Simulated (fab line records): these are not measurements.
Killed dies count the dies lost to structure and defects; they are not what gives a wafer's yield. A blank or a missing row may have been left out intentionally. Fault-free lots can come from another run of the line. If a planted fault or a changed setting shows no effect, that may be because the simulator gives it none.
What tool caused it? ; flow sky130 ; 33 wafers from 11 lots sampled at 3 of the route's 708 steps

== WHAT THE GAUGES READ, wafer by wafer ==
SKY_LDD_HVN_OVL_MEAS_07.
lot;measured;on;LDD_HVN_OVL (nm)
L694;day 21 03:58;overlay-02;0.2 1.4 1.6
L697;day 22 05:35;overlay-02;-1.5 -0.4 -1.2
L698;day 22 22:43;overlay-02;-3.9 -3.1 -1.7
L701;day 23 12:13;overlay-01;-1.3 -0.9 -1.9
L703;day 24 11:22;overlay-01;0.7 -1.2 -0.2
L704;day 24 11:31;overlay-01;-0.6 -1.0 -1.9
L706;day 24 23:30;overlay-01;1.0 0.1 0.8
L708;day 26 01:16;overlay-01;-1.2 0.7 -0.3
L710;day 26 07:22;overlay-01;0.8 1.5 2.5
L713;day 27 09:49;overlay-01;1.4 0.7 -1.1
L715;day 28 01:25;overlay-01;-2.8 -1.5 -1.6

SKY_SD_N_OVL_MEAS_08.
lot;measured;on;SD_N_OVL (nm)
L694;day 28 16:11;overlay-01;0.9 0.1 0.3
L697;day 29 16:17;overlay-02;2.9 2.0 1.7
L698;day 30 09:08;overlay-02;2.1 2.2 1.4
L701;day 30 18:56;overlay-01;2.1 0.8 2.6
L703;day 31 18:44;overlay-02;-1.0 -0.3 -1.9
L704;day 31 18:59;overlay-02;1.0 2.5 0.3
L706;day 32 04:23;overlay-02;2.5 1.9 1.8
L708;day 33 04:41;overlay-02;0.3 -0.1 0.5
L710;day 33 09:11;overlay-01;2.8 1.2 0.5
L713;day 34 09:55;overlay-01;0.9 2.3 2.0
L715;day 35 00:17;overlay-02;-2.0 -1.1 -0.8

== WHICH TOOL RAN EACH LOT (tool, then ch and the chambers of the sampled wafers, then the start) ==
lot;SKY_RES_PROTECT_STRIP_07
L694;plasma asher-01 ch 0,1, day 15 16:07
L697;plasma asher-04 ch 0,1, day 16 19:37
L698;plasma asher-04 ch 0,1, day 17 12:52
L701;plasma asher-04 ch 1, day 18 03:47
L703;plasma asher-03 ch 0,1, day 19 02:02
L704;plasma asher-01 ch 0,1, day 19 02:20
L706;plasma asher-03 ch 0,1, day 19 16:09
L708;plasma asher-01 ch 0,1, day 20 18:55
L710;plasma asher-03 ch 0,1, day 21 02:28
L713;plasma asher-04 ch 0,1, day 22 07:26
L715;plasma asher-03 ch 0,1, day 22 22:49
- SKY_RES_PROTECT_STRIP_07: strips in O2/N2.

== AS READ BY THE TOOLS THEMSELVES (means over the sampled wafers that have a number; for cases with no such wafer, the mark the record gives instead) ==
SKY_RES_PROTECT_STRIP_07.
lot;tool;drypump motor current A (A);oes product au (a.u.);strip time to endpoint s (s)
L694;plasma asher-01;5.5;0.516;23.27
L697;plasma asher-04;5.3;0.520;23.35
L698;plasma asher-04;5.6;0.519;23.20
L701;plasma asher-04;5.9;0.520;23.30
L703;plasma asher-03;6.0;0.515;23.28
L704;plasma asher-01;5.5;0.519;23.25
L706;plasma asher-03;5.8;0.520;23.23
L708;plasma asher-01;5.5;0.517;23.29
L710;plasma asher-03;6.0;0.517;23.38
L713;plasma asher-04;5.6;0.519;23.36
L715;plasma asher-03;6.0;0.517;23.31

== THE ANSWER, worked out from the rows above alone ==
Rule: the usual values come from the lots themselves. The widest of any qualifying gaps counts: lots, ordered by their means at a reading, are off when they make up no more than a third of the lots, leave a main group of 4 or more, and stand apart from it by 3 or more times the standard deviation of that group's means. A main group whose means are all the same, to the digits that the tables above print for the reading, isn't used. Also off: a lot with no number at a reading for which 4 or more lots have one. All remaining lots with rows at the step are treated as sound. The gauges are gone through in route order, then the tools' own readings, and for those a lot's mean is taken as printed above. The first step at which some lot is off is used, and at that step the reading that is off furthest; a lot without a number counts as furthest.
None of the lots is off at any reading shown; this tells nothing.

== WHAT THE SIMULATOR HAD INSERTED ==
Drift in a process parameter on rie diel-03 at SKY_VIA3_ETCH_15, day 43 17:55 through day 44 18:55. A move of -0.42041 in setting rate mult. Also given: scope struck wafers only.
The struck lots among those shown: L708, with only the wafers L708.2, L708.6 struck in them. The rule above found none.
